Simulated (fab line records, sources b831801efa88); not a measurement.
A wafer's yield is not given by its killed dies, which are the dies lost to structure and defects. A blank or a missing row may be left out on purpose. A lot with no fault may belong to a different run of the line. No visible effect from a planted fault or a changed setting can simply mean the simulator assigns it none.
Comparing a struck lot with a sound one	flow gf180mcu	15 steps out of a route of 602
Sound: these wafers, L236.1, L236.4, L236.5. Struck: wafer L245.6. (L245.1, L245.5 of the same lot were not struck and are left out.) The cause comes at the end.
Per side, at each step with rows, come the tool, then ch with its chambers, and then its first start. Under that, the readings that differ: sound wafers	struck wafers	difference of the means	sigmas: that difference in standard deviations of wafers without a fault.
alike: readings with means less than 2 such deviations apart, plus words and numbers identical on both sides. not compared: withheld readings, readings lacking a value on some wafer, bounds such as >300 that could conceal the same value, and numbers that have no deviation in the record and whose values overlap.
Wherever a step has rows on one side only, a row that says differs or no value, or a row with sigmas, the two part there. Numbers that have no deviation but don't overlap get no sigmas and don't part them. A reading that every wafer of one side lacks parts them only if that side has two wafers or more.

first, 4 steps without rows for these wafers: GF_CONTACT_SOFTBAKE_10 (time 60 s); GF_CONTACT_EXPOSE_11 (exposes mask Contact, target cd 220 nm); GF_CONTACT_PEB_12 (peb time 90 s); GF_CONTACT_DEVELOP_13 (develop time 60 s).
GF_CONTACT_CD_MEAS_14: target cd 220 nm.
  struck on cd-sem-01, day 19 22:24; sound on cd-sem-02, day 17 03:27
  alike: cd-nm
GF_CONTACT_OVL_MEAS_15:
  struck on overlay-02, day 19 22:31; sound on overlay-01, day 17 03:34
  alike: CONTACT_OVL
GF_CONTACT_ETCH_16: etches BARC in N2/H2.
  sound on rie-diel-01 ch 0,1, day 17 03:36; struck on rie-diel-01 ch 0, day 19 22:33
  alike: drypump-motor-current-A, n2-flow-sccm, oes-product-au, throttle-valve-pct
GF_CONTACT_ETCH_17: etches SiO2 in C4F8/O2/Ar, stops on CoSi2, target depth 860 nm.
  sound: rie-diel-01 ch 0,1; struck: rie-diel-01 ch 0
  alike: oes-product-au
GF_CONTACT_STRIP_18: strips in O2/N2.
  sound on plasma-asher-03 ch 0, day 17 03:46; struck on plasma-asher-03 ch 0, day 19 22:43
  alike: drypump-motor-current-A, heater-power-w, n2-flow-sccm, oes-product-au
  not compared: rf-hours-counter-h
then, 3 steps without rows for these wafers: GF_CONTACT_CLEAN_19 (cleans in SPM); GF_CONTACT_CLEAN_20 (cleans in DIW); GF_CONTACT_CLEAN_21 (cleans in dHF, time 20 s).
GF_CONTACT_SPUTTER_22: material Ti, target thk 15 nm, time 80.02 s.
  struck on pvd-sputter-03, day 19 23:01; sound on pvd-sputter-04, day 17 04:04
reading	sound	struck	difference	sigmas
chamber-pressure-pa (Pa)	5.005 5.005 4.993	6.226	+1.225	+99 or more
throttle-valve-pct (%)	31.1 32.6 32.4	26.5	-5.5	-6
model.Ti_of_CONTACT_SPUTTER_22.thk-nm (nm)	14.86 14.86 14.93	12.09	-2.79	
  alike: cathode-dc-power-W, substrate-temp-c
GF_CONTACT_SPUTTER_23: material TiN, target thk 10 nm, time 40 s.
  struck on pvd-sputter-03, day 19 23:05; sound on pvd-sputter-04, day 17 04:08
reading	sound	struck	difference	sigmas
throttle-valve-pct (%)	30.6 32.7 32.6	29.6	-2.4	-2
  alike: cathode-dc-power-W, chamber-pressure-pa
GF_PASSIVATION_PROBE_99:
  sound wafers here have rows in the record (prober-02, day 29 21:05); struck ones have none

== WHERE THEY PART ==
Last at GF_PASSIVATION_PROBE_99 as far as this record goes, first at GF_CONTACT_SPUTTER_22.

WHY: what the simulator had put in
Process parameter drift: pvd-sputter-03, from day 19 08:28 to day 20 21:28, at GF_CONTACT_SPUTTER_22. From 5, the setting chamber-pressure-pa moved by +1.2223. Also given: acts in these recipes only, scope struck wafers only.
